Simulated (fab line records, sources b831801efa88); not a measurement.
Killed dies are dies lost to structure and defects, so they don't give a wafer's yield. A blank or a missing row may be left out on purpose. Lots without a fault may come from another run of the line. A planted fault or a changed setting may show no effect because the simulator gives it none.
Which tool did it? | flow sky130 | 11 lots, 33 wafers sampled, at 6 steps of a route of 708

WHAT THE GAUGES READ, wafer by wafer
SKY_LOCAL_INTERCONNECT_RS_MEAS_01: measures by four-point-probe. Usual: LOCAL_INTERCONNECT_TIN_RS 13.64 ohm/sq, standard deviation 0.11.
lot  | measured     | on            | LOCAL_INTERCONNECT_TIN_RS (ohm/sq) | flag
L332 | day 29 19:08 | film_metro-02 | 13.69 13.74 13.66                  |
L334 | day 30 10:04 | film_metro-02 | 13.69 13.72 13.81                  |
L337 | day 31 18:29 | film_metro-04 | 13.55 13.76 13.46                  |
L339 | day 32 16:29 | film_metro-04 | 13.76 13.62 13.62                  |
L342 | day 33 19:04 | film_metro-03 | 13.64 13.53 13.47                  |
L341 | day 33 21:31 | film_metro-04 | 13.77 13.55 13.63                  |
L349 | day 35 17:52 | film_metro-04 | 13.46 13.60 13.52                  |
L350 | day 35 19:02 | film_metro-03 | 13.62 13.66 13.81                  |
L351 | day 35 23:05 | film_metro-04 | - - -                              | OFF
L352 | day 36 08:53 | film_metro-03 | - - -                              | OFF
L353 | day 36 16:30 | film_metro-02 | 13.54 13.51 13.83                  |

SKY_LOCAL_INTERCONNECT_THK_MEAS_02: measures by xrf. Usual: LOCAL_INTERCONNECT_TIN_THK 104.2 nm, standard deviation 0.94.
lot  | measured     | on            | LOCAL_INTERCONNECT_TIN_THK (nm) | flag
L332 | day 29 19:16 | film_metro-02 | 104.0 103.3 103.5               |
L334 | day 30 10:11 | film_metro-02 | 103.8 104.3 103.6               |
L337 | day 31 18:36 | film_metro-04 | 104.5 103.0 105.1               |
L339 | day 32 16:37 | film_metro-04 | 102.6 103.7 103.8               |
L342 | day 33 19:11 | film_metro-03 | 104.1 104.5 105.2               |
L341 | day 33 21:38 | film_metro-04 | 102.6 104.3 104.0               |
L349 | day 35 17:59 | film_metro-04 | 105.1 104.1 105.2               |
L350 | day 35 19:07 | film_metro-03 | 104.9 105.0 103.3               |
L351 | day 35 23:12 | film_metro-04 | <0.0 <0.0 <0.0                  | OFF
L352 | day 36 09:01 | film_metro-03 | <0.0 <0.0 <0.0                  | OFF
L353 | day 36 16:36 | film_metro-02 | 105.5 105.6 102.6               |

SKY_METAL3_OVL_MEAS_14. Usual: METAL3_OVL -1 nm, standard deviation 5.6.
lot  | measured     | on         | METAL3_OVL (nm) | flag
L332 | day 39 00:34 | overlay-02 | -2 3 -4         |
L334 | day 39 14:51 | overlay-01 | -2 -4 0         |
L337 | day 40 21:19 | overlay-01 | -2 -13 -6       |
L339 | day 41 16:43 | overlay-01 | -8 -15 -13      |
L342 | day 42 17:16 | overlay-01 | -1 -1 -5        |
L341 | day 42 19:55 | overlay-01 | -7 -5 -4        |
L349 | day 44 08:22 | overlay-01 | 3 1 2           |
L350 | day 44 09:20 | overlay-02 | 8 0 7           |
L353 | day 45 04:34 | overlay-02 | -6 5 -4         |

WHICH TOOL RAN EACH LOT (tool, then ch and the chambers of the sampled wafers, then the start)
lot  | SKY_LOCAL_INTERCONNECT_SPUTTER_00 | SKY_METAL1_STRIP_20                  | SKY_VIA1_ETCH_15
L332 | pvd_sputter-01, day 29 19:05      | plasma_asher-04 ch 0,1, day 33 08:38 | rie_diel-01 ch 0,1,3, day 34 12:08
L334 | pvd_sputter-01, day 30 10:00      | plasma_asher-01 ch 0,1, day 33 23:11 | rie_diel-02 ch 1,2, day 35 03:11
L337 | pvd_sputter-04, day 31 18:25      | plasma_asher-04 ch 0,1, day 35 06:44 | rie_diel-01 ch 0,1,2, day 36 10:22
L339 | pvd_sputter-02, day 32 16:26      | plasma_asher-01 ch 0,1, day 36 04:50 | rie_diel-02 ch 1,2,3, day 37 08:28
L342 | pvd_sputter-01, day 33 19:01      | plasma_asher-03 ch 0,1, day 37 05:44 | rie_diel-02 ch 1,2,3, day 38 08:53
L341 | pvd_sputter-01, day 33 21:28      | plasma_asher-04 ch 1, day 37 09:08   | rie_diel-02 ch 1,2,3, day 38 12:32
L349 | pvd_sputter-01, day 35 17:49      | plasma_asher-01 ch 0,1, day 39 02:17 | rie_diel-04 ch 0,1,3, day 40 03:53
L350 | pvd_sputter-01, day 35 18:55      | plasma_asher-03 ch 0,1, day 39 03:28 | rie_diel-01 ch 0,3, day 40 05:56
L351 | pvd_sputter-04, day 35 23:01      | -                                    | -
L352 | pvd_sputter-01, day 36 08:50      | -                                    | -
L353 | pvd_sputter-04, day 36 16:23      | plasma_asher-01 ch 0,1, day 40 01:10 | rie_diel-04 ch 0,2,3, day 41 03:38
- SKY_LOCAL_INTERCONNECT_SPUTTER_00: material TiN, target thk 100 nm, time 83.3 s.
- SKY_METAL1_STRIP_20: strips in O2/N2.
- SKY_VIA1_ETCH_15: etches SiO2 in C4F8/O2/Ar, stops on TiN, target depth 351 nm, time 54 s.

WHAT THE TOOLS THEMSELVES READ (means of the sampled wafers that have a number; where no wafer has one, the mark that the record gives instead)
SKY_LOCAL_INTERCONNECT_SPUTTER_00. Usual: cathode_dc_power_W 6721.9 W, standard deviation 1.2; chamber_pressure_pa 0.3999 Pa, standard deviation 0.00072; substrate_temp_c 300.02 C, standard deviation 0.17; throttle_valve_pct 29.1 %, standard deviation 1.
lot  | tool           | cathode_dc_power_W (W) | chamber_pressure_pa (Pa) | substrate_temp_c (C) | throttle_valve_pct (%) | flag
L332 | pvd_sputter-01 | 6720.9                 | 0.3997                   | 300.00               | 29.2                   |
L334 | pvd_sputter-01 | 6722.6                 | 0.3995                   | 299.90               | 29.2                   |
L337 | pvd_sputter-04 | 6721.3                 | 0.4000                   | 300.08               | 29.2                   |
L339 | pvd_sputter-02 | 6722.3                 | 0.3991                   | 300.14               | 30.3                   |
L342 | pvd_sputter-01 | 6720.7                 | 0.4005                   | 300.16               | 29.1                   |
L341 | pvd_sputter-01 | 6721.7                 | 0.3993                   | 300.10               | 28.4                   |
L349 | pvd_sputter-01 | 6722.1                 | 0.4003                   | 299.96               | 28.5                   |
L350 | pvd_sputter-01 | 6722.2                 | 0.3993                   | 299.92               | 29.5                   |
L351 | pvd_sputter-04 | -                      | -                        | -                    | -                      | OFF
L352 | pvd_sputter-01 | -                      | -                        | -                    | -                      | OFF
L353 | pvd_sputter-04 | 6721.5                 | 0.4002                   | 300.30               | 30.5                   |

SKY_METAL1_STRIP_20. Usual: drypump_motor_current_A 5.5 A, standard deviation 0.32; oes_product_au 0.341 a.u., standard deviation 0.0051; strip_time_to_endpoint_s 2.66 s, standard deviation 0.052.
lot  | tool            | drypump_motor_current_A (A) | oes_product_au (a.u.) | strip_time_to_endpoint_s (s) | flag
L332 | plasma_asher-04 | 5.3                         | 0.342                 | 2.67                         |
L334 | plasma_asher-01 | 5.5                         | 0.338                 | 2.63                         |
L337 | plasma_asher-04 | 5.2                         | 0.341                 | 2.62                         |
L339 | plasma_asher-01 | 5.5                         | 0.343                 | 2.64                         |
L342 | plasma_asher-03 | 6.0                         | 0.339                 | 2.63                         |
L341 | plasma_asher-04 | 5.0                         | 0.342                 | 2.65                         |
L349 | plasma_asher-01 | 5.5                         | 0.345                 | 2.68                         |
L350 | plasma_asher-03 | 5.9                         | 0.342                 | 2.66                         |
L353 | plasma_asher-01 | 5.5                         | 0.344                 | 2.73                         |

SKY_VIA1_ETCH_15. Usual: oes_product_au 0.982 a.u., standard deviation 0.0061.
lot  | tool        | oes_product_au (a.u.) | flag
L332 | rie_diel-01 | 0.987                 |
L334 | rie_diel-02 | 0.982                 |
L337 | rie_diel-01 | 0.974                 |
L339 | rie_diel-02 | 0.981                 |
L342 | rie_diel-02 | 0.985                 |
L341 | rie_diel-02 | 0.977                 |
L349 | rie_diel-04 | 0.983                 |
L350 | rie_diel-01 | 0.987                 |
L353 | rie_diel-04 | 0.981                 |

THE ANSWER, worked out from the rows above alone
Rule: a lot is off if the mean of its wafers that have a number lies more than 3 standard deviations from the usual mean. A lot without any number at a reading at which 4 lots or more have one is off too. The other lots that the step has rows for count as sound. The gauges are gone through in route order, then the tools' own readings, and for those a lot's mean is taken as printed above. The first step at which some lot is off is used, and at that step the reading that is off furthest; a lot without a number counts as furthest.
Off: L351, L352, at SKY_LOCAL_INTERCONNECT_RS_MEAS_01 (LOCAL_INTERCONNECT_TIN_RS). Without a number there: L351, L352.
A tool fits if, at a process step before that reading, it ran every lot that is off, and no sound lot after the first of them. The gauges at SKY_LOCAL_INTERCONNECT_RS_MEAS_01 aren't tried: what is off there is off at SKY_LOCAL_INTERCONNECT_SPUTTER_00 too, on other tools, and a gauge's error can't cause that. None of those tried fits.

WHAT THE SIMULATOR HAD PUT IN
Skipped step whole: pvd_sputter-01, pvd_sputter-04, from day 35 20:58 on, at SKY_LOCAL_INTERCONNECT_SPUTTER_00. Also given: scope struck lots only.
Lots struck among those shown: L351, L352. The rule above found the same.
